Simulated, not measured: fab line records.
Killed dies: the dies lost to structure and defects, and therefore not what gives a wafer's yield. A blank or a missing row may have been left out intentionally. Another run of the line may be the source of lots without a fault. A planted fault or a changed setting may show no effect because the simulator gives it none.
A struck lot beside a sound one / flow sky130 / 34 steps out of a route of 708
Sound: the wafers L290.1, L290.3, L290.6. Struck: wafer L294.2 (L294.3, L294.5, from the same lot, were not struck and are left out); the cause is given at the end.
Order at every step that has rows: each side's tool, ch and its chambers, its first start. Under that, the readings that differ: sound wafers / struck wafers / difference of the means / sigmas: that difference in standard deviations of wafers without a fault.
alike: words and numbers the same on both sides, and readings whose means are apart by under 2 such deviations; not compared: readings that were withheld, readings missing a value for some wafer, numbers with overlapping values and no deviation given by the record, and bounds like >300 which may hide the same value.
Wherever a step has rows on one side only, a row that says differs or no value, or a row with sigmas, the two part there. Numbers that have no deviation but don't overlap get no sigmas and don't part them. Lack of a reading on every wafer of one side parts them only where that side has two or more wafers.

first, 5 steps without rows for these wafers: SKY_LDD_P_COAT_02 (resist thk 1140 nm); SKY_LDD_P_SOFTBAKE_03 (time 60 s); SKY_LDD_P_EXPOSE_04 (exposes mask PSDM, target cd 380 nm); SKY_LDD_P_PEB_05; SKY_LDD_P_DEVELOP_06 (develop time 60 s).
SKY_LDD_P_CD_MEAS_07: the cd target is 380 nm.
  sound on cd sem-01 at day 21 21:44; struck on cd sem-02 at day 23 06:02
  alike: cd nm
SKY_LDD_P_OVL_MEAS_08:
  sound on overlay-02 at day 21 21:51; struck on overlay-02 at day 23 06:08
  alike: LDD_P_OVL
next, for these wafers, 1 step has no rows: SKY_LDD_P_IMPLANT_09.
SKY_LDD_P_STRIP_10: strips in O2/N2.
  sound on plasma asher-02 ch 0,1, day 21 22:02; struck on plasma asher-04 ch 0, day 23 06:19
  alike: drypump motor current A, oes product au, strip time to endpoint s
  not compared: rf hours counter h
SKY_LDD_P_TW_MEAS_11:
  sound on film metro-04 at day 21 22:08; struck on film metro-01 at day 23 06:26
  alike: LDD_P_TW
then, 2 steps without rows for these wafers: SKY_LDD_HVN_DEHYDRATE_00 (time 60 s); SKY_LDD_HVN_HMDS_01 (prime time 60 s).
SKY_LDD_HVN_COAT_02: resist thk 300 nm.
  sound on litho track-02 ch 0, day 22 13:29; struck on litho track-02 ch 0, day 23 21:39
reading=model.NOVOLAK_of_LDD_HVN_COAT_02.thk nm (nm); sound=300.4 298.6 298.8; struck=177.5; difference=-121.8; sigmas=
then, 3 steps without rows for these wafers: SKY_LDD_HVN_SOFTBAKE_03 (time 60 s); SKY_LDD_HVN_EXPOSE_04 (exposes mask HVNTM, target cd 700 nm); SKY_LDD_HVN_PEB_05.
SKY_LDD_HVN_DEVELOP_06: develop time 60 s.
  sound on litho track-01 ch 0, day 23 04:21; struck on litho track-01 ch 0, day 24 11:46
reading=model.NOVOLAK_of_LDD_HVN_COAT_02.thk nm (nm); sound=300 298.2 298.4; struck=177.1; difference=-121.8; sigmas=
  alike: developer temp C
SKY_LDD_HVN_OVL_MEAS_07:
  sound on overlay-02 at day 23 04:30; struck on overlay-01 at day 24 11:54
  alike: LDD_HVN_OVL
next, for these wafers, 1 step has no rows: SKY_LDD_HVN_IMPLANT_08.
SKY_LDD_HVN_STRIP_09: strips in O2/N2.
  sound on plasma asher-03 ch 0,1, day 23 04:41; struck on plasma asher-02 ch 1, day 24 12:05
reading=oes product au (a.u.); sound=0.403 0.405 0.402; struck=0.338; difference=-0.065; sigmas=-15
reading=strip time to endpoint s (s); sound=4.145 4.103 4.101; struck=2.496; difference=-1.620; sigmas=-95
  alike: drypump motor current A
  not compared: rf hours counter h
SKY_LDD_HVN_TW_MEAS_10:
  sound on film metro-02 at day 23 04:47; struck on film metro-02 at day 24 12:11
  alike: LDD_HVN_TW
then, 7 steps without rows for these wafers: SKY_LDD_HVP_DEHYDRATE_00 (time 60 s); SKY_LDD_HVP_HMDS_01 (prime time 60 s); SKY_LDD_HVP_COAT_02 (resist thk 300 nm); SKY_LDD_HVP_SOFTBAKE_03 (time 60 s); SKY_LDD_HVP_EXPOSE_04 (exposes mask HVPTM, target cd 700 nm); SKY_LDD_HVP_PEB_05; SKY_LDD_HVP_DEVELOP_06 (develop time 60 s).
SKY_LDD_HVP_OVL_MEAS_07:
  sound on overlay-02 at day 24 10:23; struck on overlay-01 at day 25 17:12
  alike: LDD_HVP_OVL
next, for these wafers, 1 step has no rows: SKY_LDD_HVP_IMPLANT_08.
SKY_LDD_HVP_STRIP_09: strips in O2/N2.
  sound on plasma asher-03 ch 0,1, day 24 10:34; struck on plasma asher-03 ch 1, day 25 17:23
  alike: drypump motor current A, oes product au, strip time to endpoint s
  not compared: rf hours counter h
SKY_LDD_HVP_TW_MEAS_10:
  sound on film metro-01 at day 24 10:40; struck on film metro-02 at day 25 17:29
reading=LDD_HVP_TW; sound=458.4 455.9 458.4; struck=465.4; difference=+7.8; sigmas=+3
then, 1 step without rows for these wafers: SKY_LDD_LDN_DEHYDRATE_00 (time 60 s).
-- record jumps: 23 days separate the struck wafers' starts on either side; left off in module LDD_LDN, taken up again in module PAD_OPEN, whose first shown step is the route's number 708 --
SKY_PAD_OPEN_PROBE_99:
  sound on prober-01 at day 47 17:38; struck on prober-01 at day 48 14:49
  alike: killed_at_M0_to_M3, killed_at_M4_up, killed at contacts, killed at front end, killed at other, killed dies, killed open, killed short

WHERE THEY PART
At SKY_LDD_HVN_STRIP_09 first; at SKY_LDD_HVP_TW_MEAS_10 last (within this record only). Later steps at which nothing parts them and some readings are alike: SKY_PAD_OPEN_PROBE_99.

WHY: the cause the simulator had injected
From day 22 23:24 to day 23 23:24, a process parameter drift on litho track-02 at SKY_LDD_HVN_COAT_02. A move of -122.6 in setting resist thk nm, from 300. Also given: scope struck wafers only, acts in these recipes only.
